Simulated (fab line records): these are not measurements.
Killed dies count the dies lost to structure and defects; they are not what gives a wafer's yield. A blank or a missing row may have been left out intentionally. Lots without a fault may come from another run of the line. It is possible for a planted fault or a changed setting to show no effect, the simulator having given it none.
Chamber matching | flow gf180mcu | pecvd-04 running GF_MIM_CVD_05: 3 sister chambers
The step deposits Si3N4, target thk 42 nm, time 29.086 s. 6 wafers are shown with their chamber, then 9 later ones without.

WAFERS, EACH WITH ITS CHAMBER
wafer  | chamber | heater power w (W)
L080.5 | 1       | 820
L086.3 | 1       | 797
L086.6 | 0       | 685
L087.2 | 0       | 658
L087.3 | 2       | 701
L087.4 | 2       | 712

WAFERS WITH NO CHAMBER GIVEN
wafer  | heater power w (W)
L089.1 | 611
L089.2 | 788
L089.4 | 788
L092.4 | 828
L092.5 | 722
L092.6 | 640
L091.1 | 818
L091.2 | 647
L091.6 | 680

THE CHAMBER EACH PASSED THROUGH
wafer  | from the rows above     | in truth
L089.1 | 0                       | 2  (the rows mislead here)
L089.2 | 1                       | 1
L089.4 | 1                       | 1
L092.4 | 1                       | 1
L092.5 | 2                       | 2
L092.6 | 0                       | 0
L091.1 | 1                       | 1
L091.2 | 0                       | 0
L091.6 | can't be placed: 0 or 2 | 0
Correctly placed: 7 of 9. Unplaceable from these rows: 1, with the true chamber sitting among the candidates in 1. Wrongly placed: 1.
How it was worked out, from the rows above alone: a wafer's distance from a chamber is the root of the sum, over the readings, of the square of ((its reading less the chamber's mean) divided by the reading's scatter). If the next closest chamber is less than 2 further off than the closest, the wafer can't be placed; otherwise it belongs to the closest. For every chamber, the mean is computed from those of its wafers that are shown. The scatter: the root of (the sum of the squares of (reading less its chamber's mean) over the shown wafers, divided by (wafers less chambers)).
